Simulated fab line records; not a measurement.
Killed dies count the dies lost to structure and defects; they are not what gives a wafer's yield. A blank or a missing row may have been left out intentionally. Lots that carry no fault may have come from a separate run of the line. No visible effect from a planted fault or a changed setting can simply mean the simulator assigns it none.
fab line records ; flow sky130
record: lots: 6; wafers: 18; last-day: 49
route steps=708 shown VIA4@639
lots that met no fault: from a run of the same line without faults
start-h: hours from the record's opening day to when the first of the lot's shown wafers began ; wait-h: hours since the lot's step before ; " as in the row above ; L1.1+2: several wafers, shown together as one row ; - either no value or no given start ; * or withheld: withheld ; < > ~ a bound
route shown NAME@n: a module of which the file shows steps, and the number in the route of the first ; usual: mean/standard deviation of fault-free wafers ; same: alike in all rows ; chamber/n: place in a boat ; sites: the reading at each site ; _std_site: standard deviation across them ; _edge_site: the outer-site mean with the inner-site mean subtracted ; radius-mm: for every site, how far away it sits from the centre of the wafer ; mask NAME#n: copy n ; behind: the last tool/chamber to shape the wafer ; hold: why the lot went on hold/how many hours it stayed there/how the hold came to an end ; device: transistor that didn't switch, given as n, p or np ; end of line: tests of these same wafers at the route's end ; a step without rows: its recipe alone ; killed: at the first sort, the dies lost to defects and structure; wafer yield is something else ; map: per-die view of a wafer (x killed, . not killed, _ where there is no die)
set.NAME: the run value of the setting; set.NAME@STEP: its run value at that earlier step ; model.NAME: the simulator's own value behind a step, which no gauge read
lots at selected steps of the route; one table per step, one row per wafer
services: when a tool's chamber went out of use (start-h, in hours from the record's first day, below 0 if earlier), for how many hours, and the reason
== steps ==
step: SKY_VIA4_HDPCVD_00
recipe: material: SiO2; target-thk-nm: 1750; sigma-open-frac: 0.3; time-s: 291.7; temp-c: 400; sih4-flow-sccm: 60; pressure-mtorr: 6
step: SKY_VIA4_THK_MEAS_01
recipe: reads: SiO2_of_VIA4_HDPCVD_00
usual: VIA4_HDPCVD_THK: 1746/28
lot.wafer;tool;chamber;start-h;wait-h;VIA4_HDPCVD_THK[nm]
L813.1;film-metro-01;-;1002.33;0.1;1761
L813.5;film-metro-01;-;1002.33;0.1;1774
L813.6;film-metro-01;-;1002.33;0.1;1742
L814.2;film-metro-01;-;1016.10;0.1;1719
L814.4;film-metro-01;-;1016.10;0.1;1763
L814.5;film-metro-01;-;1016.10;0.1;1752
L821.2;film-metro-01;-;1059.32;0.1;1732
L821.3;film-metro-01;-;1059.32;0.1;1765
L821.5;film-metro-01;-;1059.32;0.1;1758
L822.1;film-metro-02;-;1066.67;0.1;1678
L822.5;film-metro-02;-;1066.67;0.1;1701
L822.6;film-metro-02;-;1066.67;0.1;1697
L823.2;film-metro-03;-;1070.27;0.1;1760
L823.5;film-metro-03;-;1070.27;0.1;1764
L823.6;film-metro-03;-;1070.27;0.1;1736
L827.1;film-metro-02;-;1086.32;0.1;1706
L827.2;film-metro-02;-;1086.32;0.1;1711
L827.4;film-metro-02;-;1086.32;0.1;1714
step: SKY_VIA4_CMP_02
recipe: material: SiO2; down-force-psi: 4; platen-rpm: 60; pad-velocity-m-s: 0.94248
usual: motor-current-A: 12.3/0.99; retaining-ring-pressure-frac: 1.000/0.0047; slurry-filter-dp-kPa: 13.51/0.13
lot.wafer;tool;chamber;start-h;wait-h;motor-current-A;retaining-ring-pressure-frac;slurry-filter-dp-kPa
L813.1;cmp-01;2;1002.44;0.1;12.3;1.003;13.52
L813.5;cmp-01;1;1002.44;0.1;12.9;1.001;13.41
L813.6;cmp-01;2;1002.44;0.1;13.5;1.003;13.49
L814.4;cmp-01;2;1016.20;0.1;13.1;0.996;13.47
L814.2;cmp-01;0;1016.20;0.1;12.0;0.999;13.40
L814.5;cmp-01;1;1016.20;0.1;12.7;1.000;13.69
L821.3;cmp-02;1;1059.47;0.1;10.3;1.006;13.63
L821.2;cmp-02;2;1059.47;0.1;13.8;0.993;13.68
L821.5;cmp-02;3;1059.47;0.1;11.9;0.995;13.48
L822.1;cmp-02;3;1066.78;0.1;11.9;0.993;13.57
L822.5;cmp-02;2;1066.78;0.1;13.5;1.006;13.38
L822.6;cmp-02;3;1066.78;0.1;12.1;0.997;13.11
L823.2;cmp-01;1;1070.37;0.1;12.3;0.993;13.30
L823.6;cmp-01;0;1070.37;0.1;11.4;1.004;13.61
L823.5;cmp-01;1;1070.37;0.1;13.1;1.004;13.34
L827.2;cmp-01;0;1086.53;0.2;11.8;0.997;13.53
L827.1;cmp-01;1;1086.53;0.2;12.1;0.996;13.27
L827.4;cmp-01;2;1086.53;0.2;12.8;1.003;13.57
step: SKY_VIA4_BOW_MEAS_03
recipe: mode: bow
usual: VIA4_BOW: 82/8
lot.wafer;tool;chamber;start-h;wait-h;VIA4_BOW[um]
L813.1;film-metro-01;-;1002.69;0.2;72
L813.5;film-metro-01;-;1002.69;0.2;75
L813.6;film-metro-01;-;1002.69;0.2;74
L814.2;film-metro-01;-;1016.47;0.1;84
L814.4;film-metro-01;-;1016.47;0.1;84
L814.5;film-metro-01;-;1016.47;0.1;92
L821.2;film-metro-03;-;1059.69;0.1;87
L821.3;film-metro-03;-;1059.69;0.1;74
L821.5;film-metro-03;-;1059.69;0.1;81
L822.1;film-metro-02;-;1067.03;0.2;76
L822.5;film-metro-02;-;1067.03;0.2;73
L822.6;film-metro-02;-;1067.03;0.2;78
L823.2;film-metro-01;-;1070.64;0.2;68
L823.5;film-metro-01;-;1070.64;0.2;77
L823.6;film-metro-01;-;1070.64;0.2;60
L827.1;film-metro-01;-;1086.83;0.2;78
L827.2;film-metro-01;-;1086.83;0.2;84
L827.4;film-metro-01;-;1086.83;0.2;79
step: SKY_VIA4_DEHYDRATE_04
recipe: temp-c: 200; time-s: 60
step: SKY_VIA4_HMDS_05
recipe: prime-time-s: 60; prime-temp-c: 120
step: SKY_VIA4_COAT_06
recipe: resist: NOVOLAK; spin-rpm: 3000; resist-thk-nm: 1140
step: SKY_VIA4_SOFTBAKE_07
recipe: temp-c: 90; time-s: 60; resist: NOVOLAK
step: SKY_VIA4_EXPOSE_08
recipe: mask-id: VIM4; na: 0.6; source-shape: conventional; sigma-outer: 0.6; polarization: unpolarized; target-cd-nm: 800; dose-mj: 132
step: SKY_VIA4_PEB_09
recipe: temp-c: withheld; time-s: *; resist: NOVOLAK
step: SKY_VIA4_DEVELOP_10
recipe: resist: NOVOLAK; developer: TMAH; develop-time-s: 60; dev-temp-c: 23
step: SKY_VIA4_OVL_MEAS_11
usual: VIA4_OVL: -0.1/1.3
lot.wafer;tool;chamber;start-h;wait-h;VIA4_OVL[nm]
L813.1;overlay-01;-;1025.36;0.1;0.2
L813.5;overlay-01;-;1025.36;0.1;-2.9
L813.6;overlay-01;-;1025.36;0.1;-1.7
L814.2;overlay-01;-;1039.08;0.1;1.6
L814.4;overlay-01;-;1039.08;0.1;0.5
L814.5;overlay-01;-;1039.08;0.1;1.4
L821.2;overlay-01;-;1080.54;0.1;1.2
L821.3;overlay-01;-;1080.54;0.1;0.9
L821.5;overlay-01;-;1080.54;0.1;0.1
L822.1;overlay-02;-;1087.62;0.1;0.8
L822.5;overlay-02;-;1087.62;0.1;1.5
L822.6;overlay-02;-;1087.62;0.1;0.7
L823.2;overlay-01;-;1090.63;0.1;1.1
L823.5;overlay-01;-;1090.63;0.1;0.1
L823.6;overlay-01;-;1090.63;0.1;-1.4
L827.1;overlay-01;-;1107.18;0.1;0.5
L827.2;overlay-01;-;1107.18;0.1;1.6
L827.4;overlay-01;-;1107.18;0.1;0.1
step: SKY_VIA4_ETCH_12
recipe: target: SiO2; chemistry: C4F8/O2/Ar; stop-on: TiN; mask-material: NOVOLAK; source-w: 1500; bias-w: 1200; pressure-mtorr: 40; c4f8-flow-sccm: withheld; O2_flow_sccm: 6; Ar_flow_sccm: 300; time-s: withheld; target-depth-a: 5800
usual: bias-w: 1200/3.8; chamber-pressure-mTorr: 40.00/0.036; oes-product-au: 0.926/0.0044
lot.wafer;tool;chamber;start-h;wait-h;bias-w;chamber-pressure-mTorr;oes-product-au;model.NOVOLAK_of_VIA4_COAT_06.thk-nm
L813.1;rie-diel-02;3;1025.40;0.0;1200;40.01;0.929;1004
L813.5;rie-diel-02;1;1025.40;0.0;1195;40.03;0.931;1002
L813.6;rie-diel-02;0;1025.40;0.0;1206;39.99;0.931;1010
L814.2;rie-diel-01;1;1039.11;0.0;1199;39.99;0.923;1003
L814.4;rie-diel-01;0;1039.11;0.0;1205;40.01;0.926;1001
L814.5;rie-diel-01;2;1039.11;0.0;1206;40.03;0.924;1002
L821.2;rie-diel-02;0;1080.57;0.0;-;-;-;1137
L821.3;rie-diel-02;1;1080.57;0.0;-;-;-;1139
L821.5;rie-diel-02;1;1080.57;0.0;-;-;-;1132
L822.1;rie-diel-01;1;1087.66;0.0;-;-;-;1139
L822.5;rie-diel-01;1;1087.66;0.0;-;-;-;1137
L822.6;rie-diel-01;0;1087.66;0.0;-;-;-;1142
L823.2;rie-diel-01;3;1090.66;0.0;1202;39.95;0.918;1007
L823.5;rie-diel-01;0;1090.66;0.0;1201;40.02;0.923;1010
L823.6;rie-diel-01;1;1090.66;0.0;1197;39.96;0.927;1004
L827.1;rie-diel-01;3;1107.22;0.0;1203;39.92;0.926;1012
L827.2;rie-diel-01;0;1107.22;0.0;1196;39.97;0.926;1014
L827.4;rie-diel-01;1;1107.22;0.0;1201;40.04;0.928;1008
step: SKY_VIA4_STRIP_13
recipe: chemistry: O2/N2; power-w: 1400; pressure-mtorr: 1500; platen-temp-c: withheld; o2-flow-sccm: 3000; n2-flow-sccm: 300; overash-fraction: 0.5
usual: chamber-pressure-mTorr: 1500.0/1.3; drypump-motor-current-A: 5.98/0.27; o2-flow-sccm: 2999/8.8; oes-product-au: 0.710/0.0047; strip-time-to-endpoint-s: 12.78/0.037
lot.wafer;tool;chamber;start-h;wait-h;chamber-pressure-mTorr;drypump-motor-current-A;o2-flow-sccm;oes-product-au;rf-hours-counter-h;strip-time-to-endpoint-s
L813.1;plasma-asher-04;0;1025.47;-;1500.7;6.09;3001;0.712;93;12.82
L813.5;plasma-asher-04;0;1025.47;-;1500.8;6.09;2990;0.704;-;12.77
L813.6;plasma-asher-04;1;1025.47;-;1498.4;5.64;3003;0.713;-;12.79
L814.2;plasma-asher-01;0;1039.18;-;1500.5;6.17;3015;0.705;115;12.79
L814.4;plasma-asher-01;0;1039.18;-;1499.7;6.17;3010;0.713;-;12.75
L814.5;plasma-asher-01;1;1039.18;-;1500.1;6.25;2993;0.702;-;12.78
L821.2;plasma-asher-03;0;1080.64;-;1500.0;6.15;3004;0.712;62;14.13
L821.3;plasma-asher-03;1;1080.64;-;1501.4;5.51;2987;0.717;-;14.16
L821.5;plasma-asher-03;0;1080.64;-;1499.4;6.15;3015;0.712;-;14.08
L822.1;plasma-asher-04;1;1087.73;-;1499.1;5.64;2984;0.717;99;14.17
L822.5;plasma-asher-04;0;1087.73;-;1500.5;6.08;3013;0.706;-;14.15
L822.6;plasma-asher-04;1;1087.73;-;1498.5;5.64;2988;0.719;-;14.22
L823.2;plasma-asher-03;1;1090.73;-;1499.7;5.51;2994;0.714;63;12.82
L823.5;plasma-asher-03;1;1090.73;-;1499.5;5.51;3002;0.705;-;12.78
L823.6;plasma-asher-03;0;1090.73;-;1498.8;6.17;2993;0.712;-;12.80
L827.1;plasma-asher-03;0;1107.29;-;1500.8;6.15;2999;0.710;65;12.81
L827.2;plasma-asher-03;1;1107.29;-;1499.6;5.51;3000;0.704;65;12.85
L827.4;plasma-asher-03;1;1107.29;-;1500.1;5.52;3006;0.712;-;12.76
step: SKY_VIA4_STRIP_14
recipe: chemistry: post-etch-residue-remover; time-s: 1200; temp-c: 72.5
== services ==
tool;chamber;start-h;hours;kind
cmp-01;-;986.98;2.6;repair
plasma-asher-01;-;1007.58;1.1;repair
rie-diel-01;2;1016.31;5.4;repair
cmp-01;-;1019.07;2.2;repair
cmp-01;-;1047.98;1.9;repair
plasma-asher-01;-;1055.25;9.0;pm
plasma-asher-01;0;1055.25;9.0;vent-cycle
plasma-asher-01;1;1055.25;9.0;vent-cycle
rie-diel-01;0;1061.07;9.2;repair
plasma-asher-01;0;1064.25;-;clean
plasma-asher-01;1;1064.25;-;clean
cmp-01;-;1073.81;6.7;pm
cmp-02;-;1084.06;4.0;pm
cmp-02;-;1088.06;-;consumable-replace:conditioner
cmp-02;-;1088.06;-;consumable-replace:pad
== key ==
first-sign: step: SKY_VIA4_ETCH_12; reading: tool-record; direction: missing
effect: step: SKY_VIA4_STRIP_13; reading: strip-time-to-endpoint-s; direction: up; sigmas: 37; usual: *; struck: *
model-effect: step: SKY_VIA4_ETCH_12; value: NOVOLAK_of_VIA4_COAT_06.thk-nm; without: 1006; struck: 1137
met-at SKY_VIA4_ETCH_12
struck-wafers L821.2,L821.3,L821.5,L822.1,L822.5,L822.6
later-rows-left-out L821.2,L821.3,L821.5,L822.1,L822.5,L822.6
sort-left-out L821.2,L821.3,L821.5,L822.1,L822.5,L822.6
onset-between 1039.11 1080.57
fault: kind: skipped-step-whole; tool: rie-diel-01,rie-diel-02; chamber: -; onset-h: 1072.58; steps: SKY_VIA4_ETCH_12; scope: struck-lots-only
sort-left-out: the simulated sort isn't trusted on such a fault, so these wafers' sort isn't shown, and their yield isn't known
later-rows-left-out: the simulator's readings of these wafers behind a module that went badly wrong aren't trusted and aren't shown, but for the sort
